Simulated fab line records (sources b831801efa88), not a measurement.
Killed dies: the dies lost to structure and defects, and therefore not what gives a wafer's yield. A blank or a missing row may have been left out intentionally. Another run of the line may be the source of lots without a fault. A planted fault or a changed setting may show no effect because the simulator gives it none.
fab line records | flow sky130 | part 2 of 2: steps 27 to 38 of 38
[record] lots = 5 | wafers = 15 | last-day = 51
route steps=708 shown VIA3@586 METAL4@598 CAP2M@603
lots that met no fault: taken from a fault-free run of the same line
start-h: hours from the record's first day to the start of the lot's first wafer shown | wait-h: hours from the lot's prior step to this one | " identical to the entry in the row above | L1.1+2: a row that stands for several wafers | - no value, or no start was given | * or withheld: withheld | < > ~ a bound
route shown NAME@n: names a module that has steps shown in the file, with the first one's number in the route | usual: mean/standard deviation taken from wafers without a fault | same: alike in all rows | chamber/n: place in a boat | sites: the reading at each site | _std_site: the standard deviation of these | _edge_site: the outer-site mean with the inner-site mean subtracted | radius-mm: how far each site lies from the wafer's centre | mask NAME#n: copy n | behind: the tool/chamber that last shaped the wafer | hold: cause of the lot's hold/its duration in hours/its outcome | device: names the non-switching transistor (n, p or np) | end of line: tests of these same wafers at the route's end | a step given without rows: its recipe and nothing more | killed: count of dies lost to structure and defects at first sort (not the wafer's yield) | map: the dies of a wafer, with x for killed, . for not killed, _ for no die there
set.NAME: the run value of the setting; set.NAME@STEP: its run value at that earlier step | model.NAME: the simulator's own value behind a step, which no gauge read
lots at selected steps of the route; one table per step, one row per wafer
services: when a tool's chamber went out of use (start-h, in hours from the record's first day, below 0 if earlier), for how many hours, and the reason
[[steps]]
[step SKY_CAP2M_EXPOSE_09]
[recipe] mask-id = CAP2M | na = 0.6 | source-shape = conventional | sigma-outer = 0.6 | polarization = unpolarized | target-cd-nm = 1000 | dose-mj = 159
[usual] exposure-dose-mJ-cm2 = 159.02/0.15 | reticle-temp-C = 22.96/0.11
[same] na = 0.6
lot.wafer | tool             | chamber | start-h | wait-h | mask    | exposure-dose-mJ-cm2 | reticle-temp-C
L078.1    | iline-stepper-01 | 0       | -       | -      | CAP2M#0 | 158.90               | 23.08
L078.5    | "                | 0       | "       | "      | CAP2M#0 | 158.98               | 22.84
L078.6    | "                | 0       | "       | "      | CAP2M#0 | 159.05               | 22.97
L088.1    | iline-stepper-02 | 0       | -       | -      | CAP2M#0 | 159.01               | 23.07
L088.4    | "                | 0       | "       | "      | CAP2M#0 | 159.16               | 23.23
L088.6    | "                | 0       | "       | "      | CAP2M#0 | 159.43               | 23.07
L091.1    | iline-stepper-02 | 0       | -       | -      | CAP2M#0 | 158.91               | 22.87
L091.2    | "                | 0       | "       | "      | CAP2M#0 | 159.12               | 22.94
L091.6    | "                | 0       | "       | "      | CAP2M#0 | 159.14               | 22.86
L092.1    | iline-stepper-01 | 0       | -       | -      | CAP2M#0 | 159.04               | 23.00
L092.3    | "                | 0       | "       | "      | CAP2M#0 | 158.98               | 22.94
L092.5    | "                | 0       | "       | "      | CAP2M#0 | 158.86               | 22.96
L095.1    | iline-stepper-02 | 0       | -       | -      | CAP2M#0 | 159.01               | 22.96
L095.5    | "                | 0       | "       | "      | CAP2M#0 | 159.22               | 22.99
L095.6    | "                | 0       | "       | "      | CAP2M#0 | 159.26               | 23.05
[step SKY_CAP2M_PEB_10]
[recipe] temp-c = withheld | time-s = * | resist = NOVOLAK
lot.wafer  | tool           | chamber | start-h | wait-h
L078.1+5+6 | litho-track-02 | 0       | -       | -
L088.1+4+6 | litho-track-01 | 0       | -       | -
L091.1+2+6 | litho-track-01 | 0       | -       | -
L092.1+3+5 | litho-track-01 | 0       | -       | -
L095.1+5+6 | litho-track-02 | 0       | -       | -
[step SKY_CAP2M_DEVELOP_11]
[recipe] resist = NOVOLAK | developer = TMAH | develop-time-s = 62.02 | dev-temp-c = 23
lot.wafer  | tool           | chamber | start-h | wait-h
L078.1+5+6 | litho-track-02 | 0       | 987.69  | 0.1
L088.1+4+6 | litho-track-01 | 0       | 1058.34 | 0.1
L091.1+2+6 | litho-track-01 | 0       | 1070.59 | 0.1
L092.1+3+5 | litho-track-01 | 0       | 1079.69 | 0.1
L095.1+5+6 | litho-track-02 | 0       | 1127.79 | 0.1
[step SKY_CAP2M_OVL_MEAS_12]
[usual] CAP2M_OVL = -0.2/1.7
lot.wafer | tool       | chamber | start-h | wait-h | CAP2M_OVL[nm]
L078.1    | overlay-01 | -       | 987.84  | 0.1    | 1.0
L078.5    | "          | -       | "       | "      | 0.9
L078.6    | "          | -       | "       | "      | 0.1
L088.1    | overlay-01 | -       | 1058.49 | 0.1    | 1.5
L088.4    | "          | -       | "       | "      | 1.8
L088.6    | "          | -       | "       | "      | 2.3
L091.1    | overlay-02 | -       | 1070.74 | 0.1    | 2.1
L091.2    | "          | -       | "       | "      | 3.0
L091.6    | "          | -       | "       | "      | 2.4
L092.1    | overlay-01 | -       | 1079.84 | 0.1    | -1.7
L092.3    | "          | -       | "       | "      | -1.3
L092.5    | "          | -       | "       | "      | -0.8
L095.1    | overlay-01 | -       | 1127.94 | 0.1    | -3.3
L095.5    | "          | -       | "       | "      | -3.4
L095.6    | "          | -       | "       | "      | -3.0
[step SKY_CAP2M_METAL_ETCH_13]
[recipe] target-depth-nm = 220 | stop-on = SiO2 | chemistry = Cl2/BCl3 | target = TiN | pressure-mtorr = 10 | icp-w = 900 | bias-w = 48.5 | Cl2_flow_sccm = 60 | bcl3-flow-sccm = 30 | time-s = 62.9
[usual] drypump-motor-current-A = 5.83/0.28 | he-backside-leak-sccm = 3.28/0.26 | oes-product-au = 0.945/0.0071 | rf-fwd-power-W = 892/3.6 | throttle-valve-pct = 21.898/0.0099
lot.wafer | tool         | chamber | start-h | wait-h | drypump-motor-current-A | he-backside-leak-sccm | oes-product-au | rf-fwd-power-W | rf-hours-counter-h | throttle-valve-pct
L078.1    | rie-metal-01 | 0       | 987.88  | 0.0    | 6.10                    | 2.82                  | 0.946          | 889            | 8                  | 21.906
L078.5    | "            | 1       | "       | "      | 5.81                    | 3.05                  | 0.945          | 893            | -                  | 21.899
L078.6    | "            | 0       | "       | "      | 6.07                    | 3.02                  | 0.947          | 892            | -                  | 21.896
L088.1    | rie-metal-01 | 0       | 1058.52 | 0.0    | 6.05                    | 3.17                  | 0.960          | 887            | 12                 | 21.894
L088.4    | "            | 0       | "       | "      | 6.06                    | 2.98                  | 0.948          | 885            | -                  | 21.883
L088.6    | "            | 1       | "       | "      | 5.77                    | 3.35                  | 0.948          | 895            | -                  | 21.892
L091.1    | rie-metal-01 | 1       | 1070.77 | 0.0    | 5.77                    | 3.20                  | 0.952          | 899            | 22                 | 21.909
L091.2    | "            | 0       | "       | "      | 6.10                    | 3.07                  | 0.948          | 889            | 14                 | 21.896
L091.6    | "            | 0       | "       | "      | 6.05                    | 2.96                  | 0.944          | 892            | -                  | 21.905
L092.1    | rie-metal-02 | 0       | 1079.87 | 0.0    | 6.19                    | 3.32                  | 0.943          | 891            | 13                 | 21.909
L092.3    | "            | 0       | "       | "      | 6.21                    | 3.33                  | 0.936          | 894            | -                  | 21.882
L092.5    | "            | 1       | "       | "      | 5.35                    | 3.48                  | 0.940          | 894            | -                  | 21.900
L095.1    | rie-metal-02 | 1       | 1127.98 | 0.0    | 5.34                    | 3.40                  | 0.942          | 897            | 21                 | 21.900
L095.5    | "            | 0       | "       | "      | 6.18                    | 3.43                  | 0.943          | 890            | -                  | 21.890
L095.6    | "            | 1       | "       | "      | 5.35                    | 3.40                  | 0.936          | 905            | -                  | 21.906
[step SKY_CAP2M_STRIP_14]
[recipe] chemistry = O2/N2 | power-w = 1400 | pressure-mtorr = 1500 | platen-temp-c = withheld | o2-flow-sccm = 3000 | n2-flow-sccm = 300 | overash-fraction = 0.5
[usual] drypump-motor-current-A = 6.0/0.33 | oes-product-au = 0.710/0.0044 | strip-time-to-endpoint-s = 12.65/0.045
lot.wafer | tool            | chamber | start-h | wait-h | drypump-motor-current-A | oes-product-au | rf-hours-counter-h | strip-time-to-endpoint-s
L078.1    | plasma-asher-02 | 1       | 987.95  | 0.1    | 5.8                     | 0.710          | 88                 | 12.60
L078.5    | "               | 1       | "       | "      | 5.8                     | 0.708          | -                  | 12.69
L078.6    | "               | 0       | "       | "      | 6.3                     | 0.708          | -                  | 12.64
L088.1    | plasma-asher-01 | 1       | 1058.60 | 0.1    | 6.0                     | 0.715          | 60                 | 12.58
L088.4    | "               | 1       | "       | "      | 6.0                     | 0.716          | -                  | 12.60
L088.6    | "               | 0       | "       | "      | 5.8                     | 0.709          | -                  | 12.64
L091.1    | plasma-asher-01 | 0       | 1070.85 | 0.1    | 5.8                     | 0.714          | 62                 | 12.72
L091.2    | "               | 1       | "       | "      | 6.0                     | 0.706          | 62                 | 12.66
L091.6    | "               | 1       | "       | "      | 6.0                     | 0.717          | -                  | 12.64
L092.1    | plasma-asher-02 | 0       | 1079.95 | 0.1    | 6.3                     | 0.716          | 97                 | 12.65
L092.3    | "               | 1       | "       | "      | 5.8                     | 0.710          | -                  | 12.64
L092.5    | "               | 1       | "       | "      | 5.8                     | 0.708          | -                  | 12.61
L095.1    | plasma-asher-01 | 1       | 1128.06 | 0.1    | 6.0                     | 0.716          | 67                 | 12.65
L095.5    | "               | 0       | "       | "      | 5.8                     | 0.714          | -                  | 12.68
L095.6    | "               | 1       | "       | "      | 6.0                     | 0.711          | -                  | 12.67
[step SKY_CAP2M_STRIP_15]
[recipe] chemistry = post-etch-residue-remover | time-s = 1200 | temp-c = 72.5
lot.wafer  | tool         | chamber | start-h | wait-h
L078.1+5+6 | wet-bench-01 | 2       | 988.05  | 0.1
L088.1+4+6 | wet-bench-01 | 0       | 1058.70 | 0.1
L091.1+2+6 | wet-bench-01 | 3       | 1070.95 | 0.1
L092.1+3+5 | wet-bench-01 | 2       | 1080.05 | 0.1
L095.1+5+6 | wet-bench-01 | 1       | 1128.16 | 0.1
[step SKY_CAP2M_CLEAN_16]
[recipe] chemistry = IPA | time-s = 180 | temp-c = 25
lot.wafer  | tool         | chamber | start-h | wait-h
L078.1+5+6 | wet-bench-01 | 2       | 988.43  | 0.0
L088.1+4+6 | wet-bench-03 | 0       | 1059.04 | 0.0
L091.1+2+6 | wet-bench-03 | 2       | 1071.29 | 0.0
L092.1+3+5 | wet-bench-02 | 2       | 1080.42 | 0.0
L095.1+5+6 | wet-bench-02 | 2       | 1128.50 | 0.0
[step SKY_CAP2M_CLEAN_17]
[recipe] chemistry = O3/DIW | dry = n2-spin
lot.wafer  | tool         | chamber | start-h | wait-h
L078.1+5+6 | wet-bench-01 | 0       | 988.49  | 0.0
L088.1+4+6 | wet-bench-02 | 2       | 1059.11 | 0.0
L091.1+2+6 | wet-bench-01 | 3       | 1071.35 | 0.0
L092.1+3+5 | wet-bench-03 | 2       | 1080.48 | 0.0
L095.1+5+6 | wet-bench-01 | 1       | 1128.56 | 0.0
[step SKY_METAL4_DEHYDRATE_05]
[recipe] temp-c = 200 | time-s = 60
lot.wafer  | tool           | chamber | start-h | wait-h
L078.1+5+6 | litho-track-01 | 0       | 998.39  | 9.8
L088.1+4+6 | litho-track-04 | 0       | 1068.74 | 9.5
L091.1+2+6 | litho-track-03 | 0       | 1082.17 | 10.7
L092.1+3+5 | litho-track-04 | 0       | 1090.04 | 9.5
L095.1+5+6 | litho-track-01 | 0       | 1136.49 | 7.8
[step SKY_METAL4_HMDS_06]
[recipe] prime-time-s = 60 | prime-temp-c = 120
[same] prime-time-s = 60
lot.wafer  | tool           | chamber | start-h | wait-h
L078.1+5+6 | litho-track-01 | 0       | 998.54  | 0.1
L088.1+4+6 | litho-track-04 | 0       | 1068.89 | 0.1
L091.1+2+6 | litho-track-03 | 0       | 1082.32 | 0.1
L092.1+3+5 | litho-track-04 | 0       | 1090.19 | 0.1
L095.1+5+6 | litho-track-01 | 0       | 1136.64 | 0.1
[step SKY_METAL4_COAT_07]
[recipe] resist = BARC | temp-c = withheld | time-s = withheld | spin-rpm = 3000 | resist-thk-nm = 60
lot.wafer  | tool           | chamber | start-h | wait-h
L078.1+5+6 | litho-track-01 | 0       | 998.69  | 0.1
L088.1+4+6 | litho-track-04 | 0       | 1069.04 | 0.1
L091.1+2+6 | litho-track-03 | 0       | 1082.47 | 0.1
L092.1+3+5 | litho-track-04 | 0       | 1090.34 | 0.1
L095.1+5+6 | litho-track-01 | 0       | 1136.79 | 0.1
[[services]]
tool             | chamber | start-h | hours | kind
cmp-02           | -       | 943.59  | 2.7   | repair
pvd-sputter-04   | -       | 944.69  | 2.5   | repair
iline-stepper-02 | -       | 945.63  | 12.3  | repair
rie-diel-03      | 0       | 959.98  | 5.4   | repair
rie-diel-02      | -       | 962.18  | 28.1  | pm
plasma-asher-02  | -       | 963.80  | 3.3   | repair
rie-diel-03      | 3       | 990.68  | 4.2   | repair
rie-diel-03      | 2       | 998.88  | 7.7   | repair
rie-diel-02      | -       | 1013.19 | 1.1   | repair
pvd-sputter-03   | -       | 1014.78 | 18.9  | repair
rie-diel-02      | -       | 1015.50 | 2.1   | repair
iline-stepper-02 | -       | 1017.19 | 1.7   | pm
rie-diel-02      | 2       | 1019.81 | 5.7   | repair
wet-bench-02     | -       | 1022.64 | 1.8   | repair
cmp-02           | -       | 1024.29 | 14.3  | pm
rie-metal-01     | -       | 1036.48 | 0.4   | repair
rie-diel-03      | 3       | 1037.54 | 25.8  | repair
plasma-asher-01  | -       | 1041.49 | 2.1   | repair
pvd-sputter-04   | -       | 1050.04 | 23.7  | repair
pvd-sputter-01   | -       | 1059.79 | 2.6   | repair
rie-diel-02      | 0       | 1066.52 | 8.8   | repair
plasma-asher-01  | -       | 1074.75 | 2.6   | repair
rie-diel-02      | 2       | 1078.22 | 12.5  | repair
pvd-sputter-01   | -       | 1128.85 | 6.3   | repair
